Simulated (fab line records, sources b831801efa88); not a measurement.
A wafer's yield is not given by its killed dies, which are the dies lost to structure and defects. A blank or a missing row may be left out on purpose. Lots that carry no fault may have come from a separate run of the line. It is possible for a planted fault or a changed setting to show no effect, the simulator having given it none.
Matching of chambers | flow gf180mcu | cmp-01 running GF_V5_CMP_04: 4 sister chambers
The step polishes SiO2. 14 wafers are shown with their chamber, then 7 later ones without.

== EACH WAFER AND ITS CHAMBER ==
wafer  | chamber | motorCurrentA (A) | edgeZonePressureFrac
L944.1 | 0       | 10.8              | 0.996
L944.2 | 3       | 13.2              | 1.002
L944.6 | 3       | 12.4              | 1.003
L946.1 | 1       | 12.2              | 1.007
L946.4 | 2       | 11.4              | 1.000
L946.5 | 0       | 11.0              | 1.010
L945.1 | 1       | 12.4              | 0.999
L945.3 | 3       | 12.8              | 1.009
L945.4 | 2       | 11.5              | 1.001
L952.1 | 0       | 10.9              | 1.008
L952.2 | 2       | 11.0              | 0.997
L952.3 | 3       | 12.5              | 0.995
L955.1 | 0       | 10.0              | 1.006
L955.5 | 3       | 12.8              | 0.992

SIGNATURES, as means of the wafers listed above
reading              | chamber 0 | chamber 1 | chamber 2 | chamber 3 | scatter within a chamber
motorCurrentA        | 10.675    | 12.300    | 11.300    | 12.740    | 0.343
edgeZonePressureFrac | 1.00500   | 1.00300   | 0.99933   | 1.00020   | 0.00583
Rule: a wafer's distance from a chamber is the root of the sum, over the readings, of the square of ((its reading less the chamber's mean) divided by the reading's scatter). If the next closest chamber is less than 2 further off than the closest, the wafer can't be placed; otherwise it belongs to the closest. The scatter: the root of (the sum of the squares of (reading less its chamber's mean) over the shown wafers, divided by (wafers less chambers)).

== WAFERS WHOSE CHAMBER IS MISSING ==
wafer  | motorCurrentA (A) | edgeZonePressureFrac
L955.6 | 10.4              | 1.002
L959.1 | 11.1              | 0.995
L959.4 | 11.3              | 1.001
L959.6 | 10.8              | 1.003
L961.1 | 12.4              | 0.999
L961.4 | 11.4              | 1.003
L961.6 | 12.5              | 1.003

== CHAMBER TAKEN BY EACH ==
wafer  | from the rows above          | in truth
L955.6 | can't be placed: 0 or 2      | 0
L959.1 | can't be placed: 2 or 0      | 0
L959.4 | can't be placed: 2 or 0      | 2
L959.6 | can't be placed: 0 or 2      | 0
L961.1 | can't be placed: 1 or 3      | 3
L961.4 | can't be placed: 2 or 0 or 1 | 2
L961.6 | can't be placed: 1 or 3      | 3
Correctly placed: 0 of 7. Unplaceable from these rows: 7, with the true chamber sitting among the candidates in 7. 0 placed wrongly.
